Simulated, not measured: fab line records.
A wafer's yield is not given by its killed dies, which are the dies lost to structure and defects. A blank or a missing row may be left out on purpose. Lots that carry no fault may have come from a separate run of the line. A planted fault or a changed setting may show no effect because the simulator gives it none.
fab line records	flow sky130
record lots=6	wafers=18	lastDay=48
route steps=708 shown PWDE@52 NWELL@56 PAD_OPEN@708
lots that met no fault: from a run of the same line without faults
startH: the number of hours between the record's first day and the start of the first shown wafer of the lot	waitH: hours since the lot's step before	" same as the row above	L1.1+2: several wafers, shown together as one row	- value missing, or start not given	* or withheld: withheld	< > ~ a bound
route shown NAME@n: NAME is a module with steps in the file, n the number in the route of the first one	usual: the fault-free wafers' mean and standard deviation	same: alike in all rows	chamber/n: place in a boat	sites: per-site readings	_std_site: the values' standard deviation	_edge_site: outer sites' mean less inner sites'	radiusMm: for every site, how far away it sits from the centre of the wafer	mask NAME#n: copy n	behind: tool/chamber where the wafer was last shaped	hold: the reason the lot was held/the length of the hold in hours/how it ended	device: transistor that didn't switch, given as n, p or np	end of line: tests run on the same wafers once the route is complete	a step given without rows: its recipe and nothing more	killed: count of dies lost to structure and defects at first sort (not the wafer's yield)	map: dies across one wafer; x = killed, . = not, _ = none there
set.NAME: the setting that was run; set.NAME@STEP: the one run at that earlier step	model.NAME: the simulator's own value behind a step, which no gauge read
lots at some steps of the route; a table a step, a row a wafer
services: from which hour (startH, from the record's first day; less than 0 if before it) a tool's chamber was out of use, for how many hours, and why
## steps
# step SKY_PWDE_OVL_MEAS_07
# usual PWDE_OVL=-1.5/1.5
lot.wafer	tool	chamber	startH	waitH	PWDE_OVL[nm]
L833.2	overlay-01	-	78.58	-	-0.7
L833.5	"	-	"	"	-0.5
L833.6	"	-	"	"	-0.9
L836.2	overlay-02	-	99.13	-	-0.2
L836.3	"	-	"	"	-3.3
L836.4	"	-	"	"	0.5
L841.4	overlay-01	-	123.73	-	-3.1
L841.5	"	-	"	"	-1.8
L841.6	"	-	"	"	-1.2
L842.3	overlay-02	-	129.44	-	0.6
L842.4	"	-	"	"	1.0
L842.6	"	-	"	"	1.2
L843.1	overlay-02	-	135.21	-	-1.0
L843.2	"	-	"	"	-0.5
L843.3	"	-	"	"	-1.2
L845.1	overlay-02	-	146.16	-	0.4
L845.3	"	-	"	"	0.5
L845.5	"	-	"	"	-0.6
# step SKY_PWDE_IMPLANT_08
# recipe species=B	energyKev=150	doseCm2=3.6e+12	tiltDeg=withheld
# step SKY_PWDE_STRIP_09
# recipe chemistry=O2/N2	powerW=1400	pressureMtorr=1500	platenTempC=withheld	o2FlowSccm=3000	n2FlowSccm=300	overashFraction=0.5
# usual drypumpMotorCurrentA=5.4/0.41	oesProductAu=0.722/0.0043	stripTimeToEndpointS=36.93/0.088
# same overashFraction=0.5
lot.wafer	tool	chamber	startH	waitH	drypumpMotorCurrentA	oesProductAu	rfHoursCounterH	stripTimeToEndpointS
L833.2	plasmaAsher-02	0	78.76	0.1	4.9	0.721	27	36.91
L833.5	"	1	"	"	5.7	0.725	-	36.88
L833.6	"	0	"	"	4.9	0.722	-	37.00
L836.2	plasmaAsher-01	1	99.31	0.1	5.0	0.722	43	37.05
L836.3	"	0	"	"	5.1	0.723	-	36.89
L836.4	"	1	"	"	5.0	0.718	-	36.82
L841.4	plasmaAsher-03	1	123.93	0.1	5.3	0.729	-	36.94
L841.5	"	0	"	"	6.1	0.725	-	36.91
L841.6	"	1	"	"	5.3	0.721	-	36.97
L842.3	plasmaAsher-03	1	129.65	0.1	5.3	0.717	-	36.88
L842.4	"	0	"	"	6.1	0.724	-	36.94
L842.6	"	0	"	"	6.1	0.712	-	37.01
L843.1	plasmaAsher-03	0	135.40	0.1	6.1	0.725	45	37.03
L843.2	"	1	"	"	5.3	0.727	45	37.13
L843.3	"	1	"	"	5.3	0.722	-	36.94
L845.1	plasmaAsher-02	0	146.35	0.1	4.9	0.724	35	37.01
L845.3	"	0	"	"	4.9	0.723	-	36.96
L845.5	"	1	"	"	5.6	0.724	-	36.93
# step SKY_PWDE_TW_MEAS_10
# usual PWDE_TW=374.4/1.9
lot.wafer	tool	chamber	startH	waitH	PWDE_TW
L833.2	filmMetro-02	-	78.87	0.1	371.6
L833.5	"	-	"	"	371.7
L833.6	"	-	"	"	370.6
L836.2	filmMetro-01	-	99.42	0.1	372.5
L836.3	"	-	"	"	372.6
L836.4	"	-	"	"	373.6
L841.4	filmMetro-03	-	124.03	0.1	376.7
L841.5	"	-	"	"	376.2
L841.6	"	-	"	"	378.2
L842.3	filmMetro-03	-	129.73	0.1	379.0
L842.4	"	-	"	"	375.4
L842.6	"	-	"	"	378.6
L843.1	filmMetro-02	-	135.50	0.1	374.5
L843.2	"	-	"	"	371.8
L843.3	"	-	"	"	374.1
L845.1	filmMetro-03	-	146.45	0.1	376.5
L845.3	"	-	"	"	375.9
L845.5	"	-	"	"	376.2
# step SKY_NWELL_DEHYDRATE_03
# recipe tempC=200	timeS=60
# step SKY_NWELL_HMDS_04
# recipe primeTimeS=60	primeTempC=120
# step SKY_NWELL_COAT_05
# recipe spinRpm=2000	resistThkNm=3000
# step SKY_NWELL_SOFTBAKE_06
# recipe tempC=110	timeS=withheld
# step SKY_NWELL_EXPOSE_07
# recipe maskId=NWM	na=0.6	sourceShape=conventional	sigmaOuter=0.6	polarization=unpolarized	targetCdNm=840	doseMj=255
# step SKY_NWELL_PEB_08
# recipe tempC=115	timeS=withheld
# step SKY_NWELL_DEVELOP_09
# recipe wallAngleDeg=90	developer=TMAH	developTimeS=60	devTempC=23
# step SKY_NWELL_OVL_MEAS_10
# usual NWELL_00_OVL=-0.6/1.5
lot.wafer	tool	chamber	startH	waitH	NWELL_00_OVL[nm]
L833.2	overlay-02	-	95.97	-	-0.2
L833.5	"	-	"	"	1.0
L833.6	"	-	"	"	0.6
L836.2	overlay-02	-	117.07	-	0.9
L836.3	"	-	"	"	-0.1
L836.4	"	-	"	"	-0.4
L841.4	overlay-02	-	143.50	-	0.7
L841.5	"	-	"	"	-1.5
L841.6	"	-	"	"	0.3
L842.3	overlay-01	-	149.23	-	-1.9
L842.4	"	-	"	"	-0.5
L842.6	"	-	"	"	-2.4
L843.1	overlay-01	-	154.76	-	-1.8
L843.2	"	-	"	"	0.0
L843.3	"	-	"	"	0.5
L845.1	overlay-02	-	166.36	-	-0.3
L845.3	"	-	"	"	-1.6
L845.5	"	-	"	"	-1.3
# step SKY_NWELL_IMPLANT_11
# recipe species=P	energyKev=400	doseCm2=1.9e+13	tiltDeg=withheld
# usual beamOnS=10.00/0.2	doseIonsCm2=1.9003e+13/2.1e+10	faradayCurrentUA=107.1/2.2
lot.wafer	tool	chamber	startH	waitH	beamOnS	doseIonsCm2	faradayCurrentUA
L833.2	implanter-03	0	96.02	0.0	9.96	1.9025e+13	107.2
L833.5	"	0	"	"	9.43	1.8982e+13	112.8
L833.6	"	0	"	"	9.44	1.9014e+13	113.5
L836.2	implanter-02	0	117.12	0.0	10.10	1.9039e+13	105.9
L836.3	"	0	"	"	9.92	1.9005e+13	107.7
L836.4	"	0	"	"	9.89	1.8986e+13	108.5
L841.4	implanter-03	0	143.59	0.1	10.24	1.9006e+13	104.3
L841.5	"	0	"	"	10.02	1.8992e+13	107.4
L841.6	"	0	"	"	9.79	1.8986e+13	109.2
L842.3	implanter-03	0	149.30	0.1	10.19	1.8993e+13	105.1
L842.4	"	0	"	"	9.94	1.9002e+13	107.7
L842.6	"	0	"	"	10.22	1.8981e+13	104.8
L843.1	implanter-02	0	154.80	0.0	9.97	2.1282e+13	121.0
L843.2	"	0	"	"	10.12	2.1295e+13	118.9
L843.3	"	0	"	"	9.70	2.1345e+13	123.1
L845.1	implanter-02	0	166.40	0.0	10.15	2.1343e+13	118.2
L845.3	"	0	"	"	10.35	2.1347e+13	116.0
L845.5	"	0	"	"	10.11	2.1352e+13	118.4
# step SKY_NWELL_IMPLANT_12
# recipe species=P	energyKev=120	doseCm2=1.3e+12	tiltDeg=withheld
# step SKY_NWELL_IMPLANT_13
# recipe species=P	energyKev=50	doseCm2=7e+11	tiltDeg=withheld
# step SKY_NWELL_STRIP_14
# recipe chemistry=O2/N2	powerW=1400	pressureMtorr=1500	platenTempC=withheld	o2FlowSccm=3000	n2FlowSccm=300	overashFraction=0.5
# usual drypumpMotorCurrentA=5.5/0.41	oesProductAu=0.722/0.0047	stripTimeToEndpointS=36.94/0.12
# same overashFraction=0.5
lot.wafer	tool	chamber	startH	waitH	drypumpMotorCurrentA	oesProductAu	rfHoursCounterH	stripTimeToEndpointS
L833.2	plasmaAsher-03	0	96.45	0.1	6.1	0.722	40	36.98
L833.5	"	0	"	"	6.1	0.725	-	36.88
L833.6	"	1	"	"	5.3	0.723	-	36.91
L836.2	plasmaAsher-02	0	117.55	0.1	4.9	0.720	31	36.77
L836.3	"	0	"	"	4.9	0.724	-	36.92
L836.4	"	1	"	"	5.7	0.718	-	36.94
L841.4	plasmaAsher-03	0	144.00	0.1	6.1	0.731	-	36.72
L841.5	"	0	"	"	6.1	0.722	-	36.71
L841.6	"	1	"	"	5.3	0.720	-	36.68
L842.3	plasmaAsher-03	0	149.74	0.1	6.1	0.722	-	36.93
L842.4	"	1	"	"	5.3	0.723	-	37.03
L842.6	"	1	"	"	5.3	0.722	-	36.87
L843.1	plasmaAsher-02	1	155.25	0.1	5.7	0.725	35	37.16
L843.2	"	0	"	"	4.9	0.719	35	37.09
L843.3	"	1	"	"	5.7	0.719	-	37.00
L845.1	plasmaAsher-03	1	166.85	0.1	5.3	0.722	48	36.93
L845.3	"	0	"	"	6.1	0.718	-	36.96
L845.5	"	0	"	"	6.1	0.721	-	36.97
# step SKY_NWELL_TW_MEAS_15
# usual NWELL_TW=1821/11
lot.wafer	tool	chamber	startH	waitH	NWELL_TW
L833.2	filmMetro-03	-	96.56	0.1	1827
L833.5	"	-	"	"	1829
L833.6	"	-	"	"	1832
L836.2	filmMetro-03	-	117.66	0.1	1837
L836.3	"	-	"	"	1837
L836.4	"	-	"	"	1836
L841.4	filmMetro-02	-	144.09	0.1	1811
L841.5	"	-	"	"	1836
L841.6	"	-	"	"	1825
L842.3	filmMetro-01	-	149.82	0.1	1812
L842.4	"	-	"	"	1808
L842.6	"	-	"	"	1819
L843.1	filmMetro-02	-	155.35	0.1	1884
L843.2	"	-	"	"	1875
L843.3	"	-	"	"	1884
L845.1	filmMetro-02	-	166.95	0.1	1885
L845.3	"	-	"	"	1870
L845.5	"	-	"	"	1884
# step SKY_NWELL_DEHYDRATE_16
# recipe tempC=200	timeS=60
# step SKY_NWELL_HMDS_17
# recipe primeTimeS=60	primeTempC=120
# step SKY_NWELL_COAT_18
# recipe spinRpm=2000	resistThkNm=3000
# step SKY_NWELL_SOFTBAKE_19
# recipe tempC=110	timeS=withheld
# step SKY_NWELL_EXPOSE_20
# recipe maskId=NWM_COMPLEMENT	na=0.6	sourceShape=conventional	sigmaOuter=0.6	polarization=unpolarized	targetCdNm=840	doseMj=260
# step SKY_NWELL_PEB_21
# recipe tempC=115	timeS=withheld
# step SKY_NWELL_DEVELOP_22
# recipe wallAngleDeg=90	developer=TMAH	developTimeS=60	devTempC=23
# step SKY_NWELL_OVL_MEAS_23
# usual NWELL_01_OVL=-0.2/1.6
lot.wafer	tool	chamber	startH	waitH	NWELL_01_OVL[nm]
L833.2	overlay-01	-	114.87	-	-1.5
L833.5	"	-	"	"	-3.3
L833.6	"	-	"	"	-2.3
L836.2	overlay-01	-	136.13	-	-3.5
L836.3	"	-	"	"	-2.9
L836.4	"	-	"	"	-3.1
L841.4	overlay-02	-	163.79	-	1.7
L841.5	"	-	"	"	2.0
L841.6	"	-	"	"	2.6
L842.3	overlay-02	-	170.08	-	0.3
L842.4	"	-	"	"	0.4
L842.6	"	-	"	"	1.0
L843.1	overlay-02	-	176.21	-	-0.4
L843.2	"	-	"	"	0.0
L843.3	"	-	"	"	1.2
L845.1	overlay-01	-	186.81	-	-1.5
L845.3	"	-	"	"	-2.0
L845.5	"	-	"	"	-1.8
# step SKY_NWELL_IMPLANT_24
# recipe species=B	energyKev=140	doseCm2=9.2e+12	tiltDeg=withheld
# step SKY_NWELL_STRIP_25
# recipe chemistry=O2/N2	powerW=1400	pressureMtorr=1500	platenTempC=withheld	o2FlowSccm=3000	n2FlowSccm=300	overashFraction=0.5
# usual drypumpMotorCurrentA=5.5/0.38	oesProductAu=0.722/0.0051	stripTimeToEndpointS=36.91/0.11
# same overashFraction=0.5
lot.wafer	tool	chamber	startH	waitH	drypumpMotorCurrentA	oesProductAu	rfHoursCounterH	stripTimeToEndpointS
L833.2	plasmaAsher-02	1	115.05	0.1	5.7	0.716	31	37.15
L833.5	"	1	"	"	5.7	0.718	-	37.04
L833.6	"	0	"	"	5.0	0.727	-	37.09
L836.2	plasmaAsher-03	0	136.31	0.1	6.1	0.714	45	36.96
L836.3	"	1	"	"	5.3	0.725	-	37.00
L836.4	"	0	"	"	6.1	0.718	-	36.87
L841.4	plasmaAsher-02	1	163.99	0.1	5.7	0.725	-	36.95
L841.5	"	1	"	"	5.7	0.718	-	36.87
L841.6	"	0	"	"	4.9	0.721	-	36.90
L842.3	plasmaAsher-02	1	170.28	0.1	5.7	0.723	-	36.91
L842.4	"	0	"	"	4.9	0.721	-	36.87
L842.6	"	0	"	"	4.9	0.725	-	37.01
L843.1	plasmaAsher-03	0	176.40	0.1	6.1	0.734	49	36.95
L843.2	"	1	"	"	5.3	0.715	49	36.97
L843.3	"	0	"	"	6.1	0.717	-	36.89
L845.1	plasmaAsher-04	1	187.00	0.1	5.4	0.725	5	36.79
L845.3	"	0	"	"	5.1	0.732	-	36.74
L845.5	"	1	"	"	5.4	0.724	-	36.82
# step SKY_NWELL_TW_MEAS_26
# usual NWELL_2_TW=497/3.1
lot.wafer	tool	chamber	startH	waitH	NWELL_2_TW
L833.2	filmMetro-02	-	115.16	0.1	492
L833.5	"	-	"	"	491
L833.6	"	-	"	"	493
L836.2	filmMetro-03	-	136.42	0.1	504
L836.3	"	-	"	"	500
L836.4	"	-	"	"	503
L841.4	filmMetro-01	-	164.08	0.1	494
L841.5	"	-	"	"	495
L841.6	"	-	"	"	496
L842.3	filmMetro-02	-	170.37	0.1	494
L842.4	"	-	"	"	501
L842.6	"	-	"	"	499
L843.1	filmMetro-03	-	176.50	0.1	499
L843.2	"	-	"	"	500
L843.3	"	-	"	"	502
L845.1	filmMetro-01	-	187.10	0.1	495
L845.3	"	-	"	"	495
L845.5	"	-	"	"	497
# step SKY_NWELL_CLEAN_27
# recipe chemistry=SC1/SC2	mix=1:4:20	tempC=70	timeS=150	dry=n2Spin
# step SKY_NWELL_RTA_28
# recipe tempC=1050	timeS=30	idleTempC=650	rampUpCPerS=150	rampDownCPerS=90	ambient=N2
# usual chamberO2Ppm=2.001/0.024	lampPowerPct=25.31/0.058	wafer_temp_C_max=1054.9/1.1
lot.wafer	tool	chamber	startH	waitH	chamberO2Ppm	lampPowerPct	wafer_temp_C_max
L833.2	rtpAnneal-01	0	115.27	0.0	1.960	25.28	1054.2
L833.5	"	0	"	"	2.027	25.16	1054.3
L833.6	"	0	"	"	1.989	25.30	1054.8
L836.2	rtpAnneal-02	0	136.55	0.0	1.993	25.31	1056.1
L836.3	"	0	"	"	2.004	25.25	1053.6
L836.4	"	0	"	"	2.011	25.30	1054.3
L841.4	rtpAnneal-01	0	164.21	0.1	2.026	25.31	1055.4
L841.5	"	0	"	"	2.047	25.37	1055.0
L841.6	"	0	"	"	2.036	25.46	1053.5
L842.3	rtpAnneal-01	0	170.49	0.0	1.991	25.31	1055.0
L842.4	"	0	"	"	2.002	25.21	1054.6
L842.6	"	0	"	"	1.999	25.27	1054.4
L843.1	rtpAnneal-02	0	176.61	0.0	2.011	25.41	1054.6
L843.2	"	0	"	"	2.039	25.31	1055.9
L843.3	"	0	"	"	2.008	25.32	1053.8
L845.1	rtpAnneal-01	0	187.21	0.0	2.018	25.42	1057.6
L845.3	"	0	"	"	2.009	25.30	1057.2
L845.5	"	0	"	"	2.031	25.26	1055.9
# step SKY_NWELL_RS_MEAS_29
# recipe thkMeasGauge=four-point-probe
# usual NWELL_RS=624.8/1.5
lot.wafer	tool	chamber	startH	waitH	NWELL_RS[ohm/sq]
L833.2	filmMetro-02	-	115.38	0.1	625.5
L833.5	"	-	"	"	624.5
L833.6	"	-	"	"	624.8
L836.2	filmMetro-01	-	136.65	0.1	624.3
L836.3	"	-	"	"	623.5
L836.4	"	-	"	"	625.9
L841.4	filmMetro-01	-	164.32	0.1	626.8
L841.5	"	-	"	"	624.4
L841.6	"	-	"	"	625.2
L842.3	filmMetro-02	-	170.60	0.1	624.7
L842.4	"	-	"	"	627.4
L842.6	"	-	"	"	625.7
L843.1	filmMetro-02	-	176.71	0.1	588.1
L843.2	"	-	"	"	588.1
L843.3	"	-	"	"	588.5
L845.1	filmMetro-03	-	187.41	0.2	588.9
L845.3	"	-	"	"	588.4
L845.5	"	-	"	"	586.1
# step SKY_PAD_OPEN_PROBE_99
# usual killed_at_M0_to_M3=44/7.3	killed_at_M4_up=3.0/1.9	killedAtContacts=24/5	killedAtFrontEnd=16/4.5	killedAtOther=0.3/0.46	killedDies=87/10	killedOpen=47/8.3	killedShort=39/6.4
# same grossDies=492	killedAtBackSide=0
lot.wafer	tool	chamber	startH	waitH	killed_at_M0_to_M3	killed_at_M4_up	killedAtContacts	killedAtFrontEnd	killedAtOther	killedDies	killedOpen	killedShort	model.etest.nfet_16v.rOnOhmUm	model.etest.resNwell.lineOhmUm	model.etest.resNwell.rsOhmSq	model.etest.fieldP.vtV
L833.2	prober-01	-	1088.80	0.1	51	4	15	19	1	90	45	45	1.39e+04	1117	922.6	-41.33
L833.5	prober-01	-	1088.95	0.2	44	1	25	15	0	85	48	37	1.396e+04	1119	928.5	-41.08
L833.6	prober-01	-	1089.00	0.2	51	4	22	14	0	91	53	38	1.396e+04	1119	914.8	-40.94
L836.2	prober-02	-	1105.28	0.1	52	1	27	19	0	99	59	40	1.416e+04	1167	974.9	-42.36
L836.3	prober-02	-	1105.33	0.2	46	0	30	10	0	86	49	37	1.42e+04	1193	996.9	-43.31
L836.4	prober-02	-	1105.38	0.2	41	4	25	8	2	80	48	32	1.417e+04	1186	991	-42.75
L841.4	prober-01	-	1127.25	0.2	54	5	22	29	0	110	58	52	1.398e+04	1265	1032	-44.35
L841.5	prober-01	-	1127.30	0.2	45	3	34	16	0	98	52	46	1.399e+04	1255	1038	-44.48
L841.6	prober-01	-	1127.35	0.2	50	1	23	21	0	95	63	32	1.397e+04	1254	1052	-44.82
L845.1	prober-02	-	1149.18	0.1	41	1	26	9	1	78	45	33	1.353e+04	1064	879.4	-44.28
L845.3	prober-02	-	1149.28	0.2	47	4	33	13	0	97	61	36	1.361e+04	1071	908	-45.16
L845.5	prober-02	-	1149.38	0.2	49	8	18	19	1	95	50	45	1.36e+04	1052	881.5	-44.12
L842.3	prober-02	-	1151.94	0.2	46	3	21	20	1	91	44	47	1.388e+04	1164	973.7	-42.49
L842.4	prober-02	-	1151.99	0.2	41	3	25	16	0	85	51	34	1.417e+04	1174	977.4	-42.78
L842.6	prober-02	-	1152.09	0.2	51	1	21	17	0	90	47	43	1.406e+04	1153	973.6	-42.38
L843.1	prober-01	-	1154.62	0.1	45	2	24	15	0	86	55	31	1.351e+04	1094	911.1	-45.1
L843.2	prober-01	-	1154.67	0.1	38	4	29	15	0	86	54	32	1.352e+04	1083	907.6	-45.46
L843.3	prober-01	-	1154.72	0.2	30	3	23	11	0	67	34	33	1.353e+04	1089	919.4	-45.46
# killed by level:class
L833.2 VIA1:geometricParticle:open=9 VIA3:geometricParticle:open=8 METAL2:geometricParticle:short=8 FIELD_ISO:geometricParticle:open=7 FIELD_ISO:geometricParticle:short=6 VIA2:geometricParticle:open=6 VIA3:geometricParticle:short=4 CONTACT:geometricParticle:short=4
L833.5 VIA3:geometricParticle:open=9 VIA1:geometricParticle:open=8 VIA2:geometricParticle:open=7 CONTACT:geometricParticle:open=6 FIELD_ISO:geometricParticle:open=5 LOCAL_INTERCONNECT:geometricParticle:short=5 LOCAL_INTERCONNECT:geometricParticle:open=5 CONTACT:geometricParticle:short=5
L833.6 VIA2:geometricParticle:open=12 LI_CONTACT:geometricParticle:open=8 VIA1:geometricParticle:short=8 VIA3:geometricParticle:open=8 VIA3:geometricParticle:short=6 FIELD_ISO:geometricParticle:open=5 METAL3:geometricParticle:short=4 POLY_GATE:geometricParticle:open=4
L836.2 VIA1:geometricParticle:open=14 VIA3:geometricParticle:open=12 CONTACT:geometricParticle:open=9 LI_CONTACT:geometricParticle:open=9 FIELD_ISO:geometricParticle:short=6 POLY_GATE:geometricParticle:short=6 METAL1:geometricParticle:short=6 VIA2:geometricParticle:short=6
L836.3 VIA3:geometricParticle:open=11 CONTACT:geometricParticle:short=10 LI_CONTACT:geometricParticle:open=9 VIA1:geometricParticle:open=9 METAL2:geometricParticle:short=7 VIA2:geometricParticle:open=6 CONTACT:geometricParticle:open=6 METAL1:geometricParticle:short=4
L836.4 VIA1:geometricParticle:open=9 VIA2:geometricParticle:open=9 CONTACT:geometricParticle:open=9 LI_CONTACT:geometricParticle:open=8 VIA3:geometricParticle:open=6 CONTACT:geometricParticle:short=5 METAL1:geometricParticle:short=5 METAL2:geometricParticle:short=5
L841.4 VIA1:geometricParticle:open=11 FIELD_ISO:geometricParticle:open=9 METAL3:geometricParticle:short=9 LI_CONTACT:geometricParticle:open=8 POLY_GATE:geometricParticle:short=7 CONTACT:geometricParticle:open=7 METAL1:geometricParticle:short=6 VIA2:geometricParticle:open=6
L841.5 CONTACT:geometricParticle:open=14 VIA1:geometricParticle:open=10 LI_CONTACT:geometricParticle:open=7 CONTACT:geometricParticle:short=7 VIA1:geometricParticle:short=7 VIA2:geometricParticle:open=6 FIELD_ISO:geometricParticle:short=5 FIELD_ISO:geometricParticle:open=4
L841.6 VIA1:geometricParticle:open=11 CONTACT:geometricParticle:open=10 VIA2:geometricParticle:open=9 FIELD_ISO:geometricParticle:open=8 VIA3:geometricParticle:open=8 FIELD_ISO:geometricParticle:short=5 LI_CONTACT:geometricParticle:open=5 METAL3:geometricParticle:short=5
L845.1 CONTACT:geometricParticle:open=13 LI_CONTACT:geometricParticle:open=8 VIA2:geometricParticle:open=7 VIA1:geometricParticle:open=6 VIA3:geometricParticle:open=6 METAL2:geometricParticle:short=6 FIELD_ISO:geometricParticle:short=4 POLY_GATE:geometricParticle:short=4
L845.3 CONTACT:geometricParticle:open=15 LI_CONTACT:geometricParticle:open=10 VIA2:geometricParticle:open=8 VIA1:geometricParticle:open=7 VIA3:geometricParticle:open=7 VIA1:geometricParticle:short=5 METAL1:geometricParticle:short=4 METAL2:geometricParticle:short=4
L845.5 VIA1:geometricParticle:open=10 VIA1:geometricParticle:short=8 CONTACT:geometricParticle:open=8 VIA3:geometricParticle:open=7 POLY_GATE:geometricParticle:open=6 VIA2:geometricParticle:open=6 METAL4:geometricParticle:short=6 LI_CONTACT:geometricParticle:open=5
L842.3 VIA1:geometricParticle:open=11 FIELD_ISO:geometricParticle:short=7 LI_CONTACT:geometricParticle:open=7 METAL1:geometricParticle:short=7 VIA1:geometricParticle:short=7 CONTACT:geometricParticle:open=5 FIELD_ISO:geometricParticle:open=4 METAL2:geometricParticle:short=4
L842.4 CONTACT:geometricParticle:open=10 VIA1:geometricParticle:open=9 LI_CONTACT:geometricParticle:open=8 VIA1:geometricParticle:short=6 VIA3:geometricParticle:open=6 FIELD_ISO:geometricParticle:open=4 POLY_GATE:geometricParticle:short=4 POLY_GATE:geometricParticle:open=4
L842.6 VIA1:geometricParticle:open=10 VIA3:geometricParticle:open=7 CONTACT:geometricParticle:open=7 VIA2:geometricParticle:open=7 VIA2:geometricParticle:short=7 LOCAL_INTERCONNECT:geometricParticle:short=6 METAL1:geometricParticle:short=6 FIELD_ISO:geometricParticle:open=5
L843.1 CONTACT:geometricParticle:open=14 VIA3:geometricParticle:open=10 LI_CONTACT:geometricParticle:open=6 VIA3:geometricParticle:short=6 FIELD_ISO:geometricParticle:open=5 VIA2:geometricParticle:open=5 VIA2:geometricParticle:short=4 METAL1:geometricParticle:short=4
L843.2 CONTACT:geometricParticle:open=11 LI_CONTACT:geometricParticle:open=10 VIA1:geometricParticle:open=7 METAL2:geometricParticle:short=6 VIA1:geometricParticle:short=5 POLY_GATE:geometricParticle:open=4 METAL1:geometricParticle:short=4 VIA2:geometricParticle:open=4
L843.3 CONTACT:geometricParticle:open=7 METAL1:geometricParticle:short=7 CONTACT:geometricParticle:short=6 VIA1:geometricParticle:open=6 LI_CONTACT:geometricParticle:open=4 POLY_GATE:geometricParticle:open=3 POLY_GATE:geometricParticle:short=3 LI_CONTACT:geometricParticle:short=3
## services
tool	chamber	startH	hours	kind
plasmaAsher-04	-	108.75	9.0	pm
plasmaAsher-04	0	108.75	9.0	ventCycle
plasmaAsher-04	1	108.75	9.0	ventCycle
plasmaAsher-04	0	117.75	-	clean
plasmaAsher-04	1	117.75	-	clean
plasmaAsher-04	-	120.03	15.6	pm
plasmaAsher-02	-	145.49	0.8	repair
## key
firstSign step=SKY_NWELL_IMPLANT_11	reading=doseIonsCm2	direction=up	sigmas=99+	usual=*	struck=*
effect step=SKY_NWELL_IMPLANT_11	reading=faradayCurrentUA	direction=up	sigmas=5.6	usual=107.1	struck=119.3
effect step=SKY_NWELL_TW_MEAS_15	reading=NWELL_TW	direction=up	sigmas=5.2	usual=1821	struck=1880
effect step=SKY_NWELL_RS_MEAS_29	reading=NWELL_RS	direction=down	sigmas=25	usual=624.8	struck=588.0
modelEffect step=SKY_PAD_OPEN_PROBE_99	value=etest.nfet_16v.rOnOhmUm	without=1.402e+04	struck=1.355e+04
metAt SKY_NWELL_IMPLANT_11
struckWafers L843.1,L843.2,L843.3,L845.1,L845.3,L845.5
testerLeftOut L843,L845
onsetBetween 117.12 154.80
fault kind=processParameterDrift	tool=implanter-02	chamber=-	onsetH=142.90	steps=SKY_NWELL_IMPLANT_11	channel=doseCm2	offset=*	shape=step	endH=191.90	actsIn=*	stated=*
# testerLeftOut: of these lots the tester's yield and bins aren't shown, on N5 and GAA mostly nor the transistor test; their killed dies are dies lost to structure and defects alone, not to doping, threshold or leakage, so they don't give the yield
